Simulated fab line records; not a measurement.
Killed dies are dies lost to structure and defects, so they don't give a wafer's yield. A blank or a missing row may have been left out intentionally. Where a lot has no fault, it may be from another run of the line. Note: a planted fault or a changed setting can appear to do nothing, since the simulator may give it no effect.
fab line records / flow sky130
record: lots: 15 wafers: 45 lastDay: 50
route steps=708 shown SONOS_ONO@169 LDD_N@249 LDD_P@266
lots that met no fault: taken from a fault-free run of the same line
startH: the number of hours between the record's first day and the start of the first shown wafer of the lot / waitH: hours from the lot's prior step to this one / " same as the row above / L1.1+2: several wafers, shown together as one row / - no value, or no start was given / * or withheld: withheld / < > ~ a bound
route shown NAME@n: a module of which the file shows steps, and the number in the route of the first / usual: the fault-free wafers' mean and standard deviation / same: alike in all rows / chamber/n: place in a boat / sites: the reading at each site / _std_site: the values' standard deviation / _edge_site: outer sites' mean less inner sites' / radiusMm: how far each site lies from the wafer's centre / mask NAME#n: copy n / behind: the most recent tool/chamber to have shaped the wafer / hold: why the lot went on hold/how many hours it stayed there/how the hold came to an end / device: whichever transistor did not switch (one of n, p or np) / end of line: tests run on the same wafers once the route is complete / for a step that has no rows: nothing shown but its recipe / killed: not the wafer's yield, but the dies lost to structure and defects at the first sort / map: per-die view of a wafer (x killed, . not killed, _ where there is no die)
set.NAME: setting as actually run; set.NAME@STEP: the setting as run at that earlier step / model.NAME: the simulator's own value behind a step, which no gauge read
the route's steps for a sample of lots (tables are steps, rows are wafers)
services: when a tool's chamber went out of use (startH, in hours from the record's first day, below 0 if earlier), for how many hours, and the reason
== steps ==
step: SKY_SONOS_ONO_THK_MEAS_01
recipe: reads: SiO2_of_SONOS_ONO_OXIDATION_00
usual: SONOS_ONO_OXIDATION_THK: 2.59/0.059
lot.wafer=L219.3 tool=filmMetro-02 chamber=- startH=256.39 waitH=0.0 SONOS_ONO_OXIDATION_THK[nm]=2.71
lot.wafer=L219.5 tool=filmMetro-02 chamber=- startH=256.39 waitH=0.0 SONOS_ONO_OXIDATION_THK[nm]=2.70
lot.wafer=L219.6 tool=filmMetro-02 chamber=- startH=256.39 waitH=0.0 SONOS_ONO_OXIDATION_THK[nm]=2.71
lot.wafer=L222.1 tool=filmMetro-01 chamber=- startH=275.78 waitH=0.0 SONOS_ONO_OXIDATION_THK[nm]=2.70
lot.wafer=L222.2 tool=filmMetro-01 chamber=- startH=275.78 waitH=0.0 SONOS_ONO_OXIDATION_THK[nm]=2.69
lot.wafer=L222.6 tool=filmMetro-01 chamber=- startH=275.78 waitH=0.0 SONOS_ONO_OXIDATION_THK[nm]=2.66
lot.wafer=L223.1 tool=filmMetro-02 chamber=- startH=282.83 waitH=0.0 SONOS_ONO_OXIDATION_THK[nm]=2.65
lot.wafer=L223.4 tool=filmMetro-02 chamber=- startH=282.83 waitH=0.0 SONOS_ONO_OXIDATION_THK[nm]=2.60
lot.wafer=L223.6 tool=filmMetro-02 chamber=- startH=282.83 waitH=0.0 SONOS_ONO_OXIDATION_THK[nm]=2.62
lot.wafer=L224.1 tool=filmMetro-01 chamber=- startH=302.99 waitH=0.0 SONOS_ONO_OXIDATION_THK[nm]=2.56
lot.wafer=L224.3 tool=filmMetro-01 chamber=- startH=302.99 waitH=0.0 SONOS_ONO_OXIDATION_THK[nm]=2.63
lot.wafer=L224.5 tool=filmMetro-01 chamber=- startH=302.99 waitH=0.0 SONOS_ONO_OXIDATION_THK[nm]=2.58
lot.wafer=L225.3 tool=filmMetro-02 chamber=- startH=317.10 waitH=0.0 SONOS_ONO_OXIDATION_THK[nm]=2.61
lot.wafer=L225.4 tool=filmMetro-02 chamber=- startH=317.10 waitH=0.0 SONOS_ONO_OXIDATION_THK[nm]=2.57
lot.wafer=L225.6 tool=filmMetro-02 chamber=- startH=317.10 waitH=0.0 SONOS_ONO_OXIDATION_THK[nm]=2.56
lot.wafer=L226.1 tool=filmMetro-01 chamber=- startH=335.89 waitH=0.0 SONOS_ONO_OXIDATION_THK[nm]=2.68
lot.wafer=L226.4 tool=filmMetro-01 chamber=- startH=335.89 waitH=0.0 SONOS_ONO_OXIDATION_THK[nm]=2.61
lot.wafer=L226.5 tool=filmMetro-01 chamber=- startH=335.89 waitH=0.0 SONOS_ONO_OXIDATION_THK[nm]=2.67
lot.wafer=L227.4 tool=filmMetro-03 chamber=- startH=335.92 waitH=0.0 SONOS_ONO_OXIDATION_THK[nm]=2.64
lot.wafer=L227.5 tool=filmMetro-03 chamber=- startH=335.92 waitH=0.0 SONOS_ONO_OXIDATION_THK[nm]=2.54
lot.wafer=L227.6 tool=filmMetro-03 chamber=- startH=335.92 waitH=0.0 SONOS_ONO_OXIDATION_THK[nm]=2.55
lot.wafer=L228.2 tool=filmMetro-01 chamber=- startH=352.50 waitH=0.0 SONOS_ONO_OXIDATION_THK[nm]=2.57
lot.wafer=L228.5 tool=filmMetro-01 chamber=- startH=352.50 waitH=0.0 SONOS_ONO_OXIDATION_THK[nm]=2.59
lot.wafer=L228.6 tool=filmMetro-01 chamber=- startH=352.50 waitH=0.0 SONOS_ONO_OXIDATION_THK[nm]=2.66
lot.wafer=L234.1 tool=filmMetro-02 chamber=- startH=390.48 waitH=0.0 SONOS_ONO_OXIDATION_THK[nm]=2.59
lot.wafer=L234.3 tool=filmMetro-02 chamber=- startH=390.48 waitH=0.0 SONOS_ONO_OXIDATION_THK[nm]=2.54
lot.wafer=L234.4 tool=filmMetro-02 chamber=- startH=390.48 waitH=0.0 SONOS_ONO_OXIDATION_THK[nm]=2.64
lot.wafer=L233.1 tool=filmMetro-02 chamber=- startH=391.90 waitH=0.0 SONOS_ONO_OXIDATION_THK[nm]=2.67
lot.wafer=L233.3 tool=filmMetro-02 chamber=- startH=391.90 waitH=0.0 SONOS_ONO_OXIDATION_THK[nm]=2.57
lot.wafer=L233.6 tool=filmMetro-02 chamber=- startH=391.90 waitH=0.0 SONOS_ONO_OXIDATION_THK[nm]=2.62
lot.wafer=L235.2 tool=filmMetro-03 chamber=- startH=398.96 waitH=0.0 SONOS_ONO_OXIDATION_THK[nm]=2.68
lot.wafer=L235.5 tool=filmMetro-03 chamber=- startH=398.96 waitH=0.0 SONOS_ONO_OXIDATION_THK[nm]=2.64
lot.wafer=L235.6 tool=filmMetro-03 chamber=- startH=398.96 waitH=0.0 SONOS_ONO_OXIDATION_THK[nm]=2.60
lot.wafer=L239.1 tool=filmMetro-03 chamber=- startH=420.24 waitH=0.0 SONOS_ONO_OXIDATION_THK[nm]=2.46
lot.wafer=L239.2 tool=filmMetro-03 chamber=- startH=420.24 waitH=0.0 SONOS_ONO_OXIDATION_THK[nm]=2.52
lot.wafer=L239.5 tool=filmMetro-03 chamber=- startH=420.24 waitH=0.0 SONOS_ONO_OXIDATION_THK[nm]=2.46
lot.wafer=L238.3 tool=filmMetro-02 chamber=- startH=420.26 waitH=0.0 SONOS_ONO_OXIDATION_THK[nm]=2.46
lot.wafer=L238.4 tool=filmMetro-02 chamber=- startH=420.26 waitH=0.0 SONOS_ONO_OXIDATION_THK[nm]=2.51
lot.wafer=L238.5 tool=filmMetro-02 chamber=- startH=420.26 waitH=0.0 SONOS_ONO_OXIDATION_THK[nm]=2.51
lot.wafer=L240.1 tool=filmMetro-02 chamber=- startH=429.85 waitH=0.0 SONOS_ONO_OXIDATION_THK[nm]=2.61
lot.wafer=L240.3 tool=filmMetro-02 chamber=- startH=429.85 waitH=0.0 SONOS_ONO_OXIDATION_THK[nm]=2.55
lot.wafer=L240.4 tool=filmMetro-02 chamber=- startH=429.85 waitH=0.0 SONOS_ONO_OXIDATION_THK[nm]=2.62
lot.wafer=L241.1 tool=filmMetro-02 chamber=- startH=431.08 waitH=0.0 SONOS_ONO_OXIDATION_THK[nm]=2.51
lot.wafer=L241.3 tool=filmMetro-02 chamber=- startH=431.08 waitH=0.0 SONOS_ONO_OXIDATION_THK[nm]=2.60
lot.wafer=L241.4 tool=filmMetro-02 chamber=- startH=431.08 waitH=0.0 SONOS_ONO_OXIDATION_THK[nm]=2.64
step: SKY_SONOS_ONO_THK_MEAS_03
recipe: reads: Si3N4_of_SONOS_ONO_CVD_02
usual: SONOS_ONO_CVD_02_THK: 10.47/0.17
lot.wafer=L219.3 tool=filmMetro-01 chamber=- startH=258.50 waitH=0.0 SONOS_ONO_CVD_02_THK[nm]=10.21
lot.wafer=L219.5 tool=filmMetro-01 chamber=- startH=258.50 waitH=0.0 SONOS_ONO_CVD_02_THK[nm]=10.44
lot.wafer=L219.6 tool=filmMetro-01 chamber=- startH=258.50 waitH=0.0 SONOS_ONO_CVD_02_THK[nm]=10.24
lot.wafer=L222.1 tool=filmMetro-02 chamber=- startH=278.11 waitH=0.0 SONOS_ONO_CVD_02_THK[nm]=10.18
lot.wafer=L222.2 tool=filmMetro-02 chamber=- startH=278.11 waitH=0.0 SONOS_ONO_CVD_02_THK[nm]=10.33
lot.wafer=L222.6 tool=filmMetro-02 chamber=- startH=278.11 waitH=0.0 SONOS_ONO_CVD_02_THK[nm]=10.16
lot.wafer=L223.1 tool=filmMetro-03 chamber=- startH=285.52 waitH=0.0 SONOS_ONO_CVD_02_THK[nm]=10.66
lot.wafer=L223.4 tool=filmMetro-03 chamber=- startH=285.52 waitH=0.0 SONOS_ONO_CVD_02_THK[nm]=10.69
lot.wafer=L223.6 tool=filmMetro-03 chamber=- startH=285.52 waitH=0.0 SONOS_ONO_CVD_02_THK[nm]=10.70
lot.wafer=L224.1 tool=filmMetro-01 chamber=- startH=304.54 waitH=0.0 SONOS_ONO_CVD_02_THK[nm]=10.32
lot.wafer=L224.3 tool=filmMetro-01 chamber=- startH=304.54 waitH=0.0 SONOS_ONO_CVD_02_THK[nm]=10.27
lot.wafer=L224.5 tool=filmMetro-01 chamber=- startH=304.54 waitH=0.0 SONOS_ONO_CVD_02_THK[nm]=10.39
lot.wafer=L225.3 tool=filmMetro-02 chamber=- startH=318.77 waitH=0.0 SONOS_ONO_CVD_02_THK[nm]=10.46
lot.wafer=L225.4 tool=filmMetro-02 chamber=- startH=318.77 waitH=0.0 SONOS_ONO_CVD_02_THK[nm]=10.36
lot.wafer=L225.6 tool=filmMetro-02 chamber=- startH=318.77 waitH=0.0 SONOS_ONO_CVD_02_THK[nm]=10.51
lot.wafer=L226.1 tool=filmMetro-03 chamber=- startH=338.25 waitH=0.0 SONOS_ONO_CVD_02_THK[nm]=10.51
lot.wafer=L226.4 tool=filmMetro-03 chamber=- startH=338.25 waitH=0.0 SONOS_ONO_CVD_02_THK[nm]=10.38
lot.wafer=L226.5 tool=filmMetro-03 chamber=- startH=338.25 waitH=0.0 SONOS_ONO_CVD_02_THK[nm]=10.35
lot.wafer=L227.4 tool=filmMetro-02 chamber=- startH=338.28 waitH=0.0 SONOS_ONO_CVD_02_THK[nm]=10.45
lot.wafer=L227.5 tool=filmMetro-02 chamber=- startH=338.28 waitH=0.0 SONOS_ONO_CVD_02_THK[nm]=10.30
lot.wafer=L227.6 tool=filmMetro-02 chamber=- startH=338.28 waitH=0.0 SONOS_ONO_CVD_02_THK[nm]=10.51
lot.wafer=L228.2 tool=filmMetro-03 chamber=- startH=353.61 waitH=0.0 SONOS_ONO_CVD_02_THK[nm]=10.62
lot.wafer=L228.5 tool=filmMetro-03 chamber=- startH=353.61 waitH=0.0 SONOS_ONO_CVD_02_THK[nm]=10.55
lot.wafer=L228.6 tool=filmMetro-03 chamber=- startH=353.61 waitH=0.0 SONOS_ONO_CVD_02_THK[nm]=10.50
lot.wafer=L234.1 tool=filmMetro-01 chamber=- startH=392.12 waitH=0.0 SONOS_ONO_CVD_02_THK[nm]=10.81
lot.wafer=L234.3 tool=filmMetro-01 chamber=- startH=392.12 waitH=0.0 SONOS_ONO_CVD_02_THK[nm]=10.68
lot.wafer=L234.4 tool=filmMetro-01 chamber=- startH=392.12 waitH=0.0 SONOS_ONO_CVD_02_THK[nm]=10.77
lot.wafer=L233.1 tool=filmMetro-02 chamber=- startH=393.70 waitH=0.0 SONOS_ONO_CVD_02_THK[nm]=10.30
lot.wafer=L233.3 tool=filmMetro-02 chamber=- startH=393.70 waitH=0.0 SONOS_ONO_CVD_02_THK[nm]=10.39
lot.wafer=L233.6 tool=filmMetro-02 chamber=- startH=393.70 waitH=0.0 SONOS_ONO_CVD_02_THK[nm]=10.25
lot.wafer=L235.2 tool=filmMetro-02 chamber=- startH=400.37 waitH=0.0 SONOS_ONO_CVD_02_THK[nm]=10.39
lot.wafer=L235.5 tool=filmMetro-02 chamber=- startH=400.37 waitH=0.0 SONOS_ONO_CVD_02_THK[nm]=10.39
lot.wafer=L235.6 tool=filmMetro-02 chamber=- startH=400.37 waitH=0.0 SONOS_ONO_CVD_02_THK[nm]=10.17
lot.wafer=L239.1 tool=filmMetro-03 chamber=- startH=421.35 waitH=0.0 SONOS_ONO_CVD_02_THK[nm]=10.71
lot.wafer=L239.2 tool=filmMetro-03 chamber=- startH=421.35 waitH=0.0 SONOS_ONO_CVD_02_THK[nm]=10.59
lot.wafer=L239.5 tool=filmMetro-03 chamber=- startH=421.35 waitH=0.0 SONOS_ONO_CVD_02_THK[nm]=10.64
lot.wafer=L238.3 tool=filmMetro-02 chamber=- startH=421.37 waitH=0.0 SONOS_ONO_CVD_02_THK[nm]=10.67
lot.wafer=L238.4 tool=filmMetro-02 chamber=- startH=421.37 waitH=0.0 SONOS_ONO_CVD_02_THK[nm]=10.56
lot.wafer=L238.5 tool=filmMetro-02 chamber=- startH=421.37 waitH=0.0 SONOS_ONO_CVD_02_THK[nm]=10.57
lot.wafer=L240.1 tool=filmMetro-03 chamber=- startH=430.96 waitH=0.0 SONOS_ONO_CVD_02_THK[nm]=10.75
lot.wafer=L240.3 tool=filmMetro-03 chamber=- startH=430.96 waitH=0.0 SONOS_ONO_CVD_02_THK[nm]=10.80
lot.wafer=L240.4 tool=filmMetro-03 chamber=- startH=430.96 waitH=0.0 SONOS_ONO_CVD_02_THK[nm]=10.78
lot.wafer=L241.1 tool=filmMetro-02 chamber=- startH=433.21 waitH=0.0 SONOS_ONO_CVD_02_THK[nm]=10.12
lot.wafer=L241.3 tool=filmMetro-02 chamber=- startH=433.21 waitH=0.0 SONOS_ONO_CVD_02_THK[nm]=10.30
lot.wafer=L241.4 tool=filmMetro-02 chamber=- startH=433.21 waitH=0.0 SONOS_ONO_CVD_02_THK[nm]=10.28
step: SKY_LDD_N_IMPLANT_12
recipe: species: BF2 energyKev: 50 doseCm2: 5e+12 tiltDeg: 30 rotationDeg: 0
usual: beamEnergyKeV: 50.001/0.016 beamOnS: 10.01/0.2 endStationPressureTorr: 5.01e-06/2.7e-07
lot.wafer=L219.3 tool=implanter-02 chamber=0 startH=409.03 waitH=0.1 beamEnergyKeV=50.000 beamOnS=10.20 endStationPressureTorr=4.87e-06
lot.wafer=L219.5 tool=implanter-02 chamber=0 startH=409.03 waitH=0.1 beamEnergyKeV=49.995 beamOnS=9.96 endStationPressureTorr=5.03e-06
lot.wafer=L219.6 tool=implanter-02 chamber=0 startH=409.03 waitH=0.1 beamEnergyKeV=49.988 beamOnS=9.95 endStationPressureTorr=5.01e-06
lot.wafer=L222.1 tool=implanter-04 chamber=0 startH=431.12 waitH=0.1 beamEnergyKeV=49.980 beamOnS=10.16 endStationPressureTorr=5.36e-06
lot.wafer=L222.2 tool=implanter-04 chamber=0 startH=431.12 waitH=0.1 beamEnergyKeV=50.031 beamOnS=9.72 endStationPressureTorr=5.24e-06
lot.wafer=L222.6 tool=implanter-04 chamber=0 startH=431.12 waitH=0.1 beamEnergyKeV=50.047 beamOnS=9.80 endStationPressureTorr=4.97e-06
lot.wafer=L223.1 tool=implanter-02 chamber=0 startH=439.31 waitH=0.1 beamEnergyKeV=49.990 beamOnS=9.88 endStationPressureTorr=4.76e-06
lot.wafer=L223.4 tool=implanter-02 chamber=0 startH=439.31 waitH=0.1 beamEnergyKeV=50.006 beamOnS=10.13 endStationPressureTorr=4.72e-06
lot.wafer=L223.6 tool=implanter-02 chamber=0 startH=439.31 waitH=0.1 beamEnergyKeV=49.990 beamOnS=9.64 endStationPressureTorr=5.12e-06
lot.wafer=L224.1 tool=implanter-01 chamber=0 startH=458.93 waitH=0.1 beamEnergyKeV=50.003 beamOnS=9.83 endStationPressureTorr=5.09e-06
lot.wafer=L224.3 tool=implanter-01 chamber=0 startH=458.93 waitH=0.1 beamEnergyKeV=49.983 beamOnS=10.05 endStationPressureTorr=4.62e-06
lot.wafer=L224.5 tool=implanter-01 chamber=0 startH=458.93 waitH=0.1 beamEnergyKeV=49.975 beamOnS=9.69 endStationPressureTorr=4.86e-06
lot.wafer=L225.3 tool=implanter-02 chamber=0 startH=479.47 waitH=0.1 beamEnergyKeV=49.987 beamOnS=9.92 endStationPressureTorr=5.03e-06
lot.wafer=L225.4 tool=implanter-02 chamber=0 startH=479.47 waitH=0.1 beamEnergyKeV=50.007 beamOnS=9.83 endStationPressureTorr=4.92e-06
lot.wafer=L225.6 tool=implanter-02 chamber=0 startH=479.47 waitH=0.1 beamEnergyKeV=50.020 beamOnS=10.24 endStationPressureTorr=4.96e-06
lot.wafer=L226.1 tool=implanter-02 chamber=0 startH=501.47 waitH=0.1 beamEnergyKeV=50.021 beamOnS=9.83 endStationPressureTorr=5.52e-06
lot.wafer=L226.4 tool=implanter-02 chamber=0 startH=501.47 waitH=0.1 beamEnergyKeV=50.005 beamOnS=10.07 endStationPressureTorr=5.27e-06
lot.wafer=L226.5 tool=implanter-02 chamber=0 startH=501.47 waitH=0.1 beamEnergyKeV=50.011 beamOnS=9.84 endStationPressureTorr=5.3e-06
lot.wafer=L227.4 tool=implanter-01 chamber=0 startH=504.83 waitH=0.1 beamEnergyKeV=49.978 beamOnS=9.75 endStationPressureTorr=4.86e-06
lot.wafer=L227.5 tool=implanter-01 chamber=0 startH=504.83 waitH=0.1 beamEnergyKeV=49.992 beamOnS=9.96 endStationPressureTorr=4.87e-06
lot.wafer=L227.6 tool=implanter-01 chamber=0 startH=504.83 waitH=0.1 beamEnergyKeV=50.009 beamOnS=10.19 endStationPressureTorr=4.95e-06
lot.wafer=L228.2 tool=implanter-02 chamber=0 startH=514.40 waitH=0.1 beamEnergyKeV=49.995 beamOnS=9.92 endStationPressureTorr=4.65e-06
lot.wafer=L228.5 tool=implanter-02 chamber=0 startH=514.40 waitH=0.1 beamEnergyKeV=49.989 beamOnS=10.39 endStationPressureTorr=4.94e-06
lot.wafer=L228.6 tool=implanter-02 chamber=0 startH=514.40 waitH=0.1 beamEnergyKeV=50.003 beamOnS=9.87 endStationPressureTorr=4.75e-06
lot.wafer=L234.1 tool=implanter-04 chamber=- startH=554.17 waitH=0.1 beamEnergyKeV=- beamOnS=- endStationPressureTorr=-
lot.wafer=L234.3 tool=implanter-04 chamber=- startH=554.17 waitH=0.1 beamEnergyKeV=- beamOnS=- endStationPressureTorr=-
lot.wafer=L234.4 tool=implanter-04 chamber=- startH=554.17 waitH=0.1 beamEnergyKeV=- beamOnS=- endStationPressureTorr=-
lot.wafer=L233.1 tool=implanter-02 chamber=- startH=558.38 waitH=0.1 beamEnergyKeV=- beamOnS=- endStationPressureTorr=-
lot.wafer=L233.3 tool=implanter-02 chamber=- startH=558.38 waitH=0.1 beamEnergyKeV=- beamOnS=- endStationPressureTorr=-
lot.wafer=L233.6 tool=implanter-02 chamber=- startH=558.38 waitH=0.1 beamEnergyKeV=- beamOnS=- endStationPressureTorr=-
lot.wafer=L235.2 tool=implanter-02 chamber=- startH=565.01 waitH=0.1 beamEnergyKeV=- beamOnS=- endStationPressureTorr=-
lot.wafer=L235.5 tool=implanter-02 chamber=- startH=565.01 waitH=0.1 beamEnergyKeV=- beamOnS=- endStationPressureTorr=-
lot.wafer=L235.6 tool=implanter-02 chamber=- startH=565.01 waitH=0.1 beamEnergyKeV=- beamOnS=- endStationPressureTorr=-
lot.wafer=L239.1 tool=implanter-02 chamber=0 startH=583.53 waitH=0.1 beamEnergyKeV=50.018 beamOnS=9.98 endStationPressureTorr=5.38e-06
lot.wafer=L239.2 tool=implanter-02 chamber=0 startH=583.53 waitH=0.1 beamEnergyKeV=50.010 beamOnS=10.09 endStationPressureTorr=4.64e-06
lot.wafer=L239.5 tool=implanter-02 chamber=0 startH=583.53 waitH=0.1 beamEnergyKeV=50.015 beamOnS=10.16 endStationPressureTorr=4.69e-06
lot.wafer=L238.3 tool=implanter-04 chamber=0 startH=584.22 waitH=0.1 beamEnergyKeV=49.985 beamOnS=9.65 endStationPressureTorr=5.34e-06
lot.wafer=L238.4 tool=implanter-04 chamber=0 startH=584.22 waitH=0.1 beamEnergyKeV=49.987 beamOnS=10.05 endStationPressureTorr=4.84e-06
lot.wafer=L238.5 tool=implanter-04 chamber=0 startH=584.22 waitH=0.1 beamEnergyKeV=49.990 beamOnS=10.09 endStationPressureTorr=4.85e-06
lot.wafer=L240.1 tool=implanter-04 chamber=0 startH=593.70 waitH=0.1 beamEnergyKeV=49.967 beamOnS=10.02 endStationPressureTorr=4.92e-06
lot.wafer=L240.3 tool=implanter-04 chamber=0 startH=593.70 waitH=0.1 beamEnergyKeV=49.975 beamOnS=10.35 endStationPressureTorr=5.15e-06
lot.wafer=L240.4 tool=implanter-04 chamber=0 startH=593.70 waitH=0.1 beamEnergyKeV=49.980 beamOnS=10.00 endStationPressureTorr=5.24e-06
lot.wafer=L241.1 tool=implanter-02 chamber=0 startH=597.48 waitH=0.1 beamEnergyKeV=49.986 beamOnS=9.66 endStationPressureTorr=5.09e-06
lot.wafer=L241.3 tool=implanter-02 chamber=0 startH=597.48 waitH=0.1 beamEnergyKeV=50.004 beamOnS=9.79 endStationPressureTorr=5.51e-06
lot.wafer=L241.4 tool=implanter-02 chamber=0 startH=597.48 waitH=0.1 beamEnergyKeV=49.991 beamOnS=10.34 endStationPressureTorr=5.15e-06
step: SKY_LDD_P_TW_MEAS_11
usual: LDD_P_TW: 634/5
lot.wafer=L219.3 tool=filmMetro-02 chamber=- startH=440.48 waitH=0.1 LDD_P_TW=631
lot.wafer=L219.5 tool=filmMetro-02 chamber=- startH=440.48 waitH=0.1 LDD_P_TW=632
lot.wafer=L219.6 tool=filmMetro-02 chamber=- startH=440.48 waitH=0.1 LDD_P_TW=628
lot.wafer=L222.1 tool=filmMetro-04 chamber=- startH=462.47 waitH=0.1 LDD_P_TW=635
lot.wafer=L222.2 tool=filmMetro-04 chamber=- startH=462.47 waitH=0.1 LDD_P_TW=639
lot.wafer=L222.6 tool=filmMetro-04 chamber=- startH=462.47 waitH=0.1 LDD_P_TW=641
lot.wafer=L223.1 tool=filmMetro-01 chamber=- startH=471.20 waitH=0.1 LDD_P_TW=637
lot.wafer=L223.4 tool=filmMetro-01 chamber=- startH=471.20 waitH=0.1 LDD_P_TW=635
lot.wafer=L223.6 tool=filmMetro-01 chamber=- startH=471.20 waitH=0.1 LDD_P_TW=636
lot.wafer=L224.1 tool=filmMetro-02 chamber=- startH=489.97 waitH=0.1 LDD_P_TW=632
lot.wafer=L224.3 tool=filmMetro-02 chamber=- startH=489.97 waitH=0.1 LDD_P_TW=635
lot.wafer=L224.5 tool=filmMetro-02 chamber=- startH=489.97 waitH=0.1 LDD_P_TW=634
lot.wafer=L225.3 tool=filmMetro-04 chamber=- startH=510.78 waitH=0.1 LDD_P_TW=632
lot.wafer=L225.4 tool=filmMetro-04 chamber=- startH=510.78 waitH=0.1 LDD_P_TW=638
lot.wafer=L225.6 tool=filmMetro-04 chamber=- startH=510.78 waitH=0.1 LDD_P_TW=632
lot.wafer=L226.1 tool=filmMetro-01 chamber=- startH=532.86 waitH=0.1 LDD_P_TW=641
lot.wafer=L226.4 tool=filmMetro-01 chamber=- startH=532.86 waitH=0.1 LDD_P_TW=641
lot.wafer=L226.5 tool=filmMetro-01 chamber=- startH=532.86 waitH=0.1 LDD_P_TW=645
lot.wafer=L227.4 tool=filmMetro-01 chamber=- startH=536.08 waitH=0.1 LDD_P_TW=644
lot.wafer=L227.5 tool=filmMetro-01 chamber=- startH=536.08 waitH=0.1 LDD_P_TW=644
lot.wafer=L227.6 tool=filmMetro-01 chamber=- startH=536.08 waitH=0.1 LDD_P_TW=645
lot.wafer=L228.2 tool=filmMetro-02 chamber=- startH=545.72 waitH=0.1 LDD_P_TW=633
lot.wafer=L228.5 tool=filmMetro-02 chamber=- startH=545.72 waitH=0.1 LDD_P_TW=627
lot.wafer=L228.6 tool=filmMetro-02 chamber=- startH=545.72 waitH=0.1 LDD_P_TW=631
lot.wafer=L239.1 tool=filmMetro-01 chamber=- startH=614.02 waitH=0.1 LDD_P_TW=635
lot.wafer=L239.2 tool=filmMetro-01 chamber=- startH=614.02 waitH=0.1 LDD_P_TW=633
lot.wafer=L239.5 tool=filmMetro-01 chamber=- startH=614.02 waitH=0.1 LDD_P_TW=635
lot.wafer=L238.3 tool=filmMetro-02 chamber=- startH=614.72 waitH=0.1 LDD_P_TW=627
lot.wafer=L238.4 tool=filmMetro-02 chamber=- startH=614.72 waitH=0.1 LDD_P_TW=631
lot.wafer=L238.5 tool=filmMetro-02 chamber=- startH=614.72 waitH=0.1 LDD_P_TW=626
lot.wafer=L240.1 tool=filmMetro-01 chamber=- startH=623.85 waitH=0.1 LDD_P_TW=638
lot.wafer=L240.3 tool=filmMetro-01 chamber=- startH=623.85 waitH=0.1 LDD_P_TW=632
lot.wafer=L240.4 tool=filmMetro-01 chamber=- startH=623.85 waitH=0.1 LDD_P_TW=632
lot.wafer=L241.1 tool=filmMetro-02 chamber=- startH=627.61 waitH=0.1 LDD_P_TW=630
lot.wafer=L241.3 tool=filmMetro-02 chamber=- startH=627.61 waitH=0.1 LDD_P_TW=630
lot.wafer=L241.4 tool=filmMetro-02 chamber=- startH=627.61 waitH=0.1 LDD_P_TW=629
== services ==
tool=implanter-04 chamber=- startH=410.25 hours=4.6 kind=pm
tool=implanter-01 chamber=- startH=451.53 hours=1.7 kind=pm
tool=implanter-02 chamber=- startH=591.92 hours=1.8 kind=repair
== key ==
firstSign: step: SKY_LDD_N_IMPLANT_12 reading: toolRecord direction: missing
effect none on later readings
metAt SKY_LDD_N_IMPLANT_12
struckLots L233,L234,L235
laterRowsLeftOut L233.1,L233.3,L233.6,L234.1,L234.3,L234.4,L235.2,L235.5,L235.6
sortLeftOut L233.1,L233.3,L233.6,L234.1,L234.3,L234.4,L235.2,L235.5,L235.6
testerLeftOut L233,L234,L235
notActingAt SKY_SONOS_ONO_THK_MEAS_01,SKY_SONOS_ONO_THK_MEAS_03,SKY_LDD_P_TW_MEAS_11
onsetBetween 514.40 554.17
fault: kind: skippedStepWhole tool: implanter-02,implanter-04 chamber: - onsetH: 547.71 steps: SKY_LDD_N_IMPLANT_12 scope: struckLotsOnly
testerLeftOut: of these lots the tester's yield and bins aren't shown, on N5 and GAA mostly nor the transistor test; their killed dies are dies lost to structure and defects alone, not to doping, threshold or leakage, so they don't give the yield
sortLeftOut: the simulated sort isn't trusted on such a fault, so these wafers' sort isn't shown, and their yield isn't known
laterRowsLeftOut: the simulator's readings of these wafers behind a module that went badly wrong aren't trusted and aren't shown, but for the sort
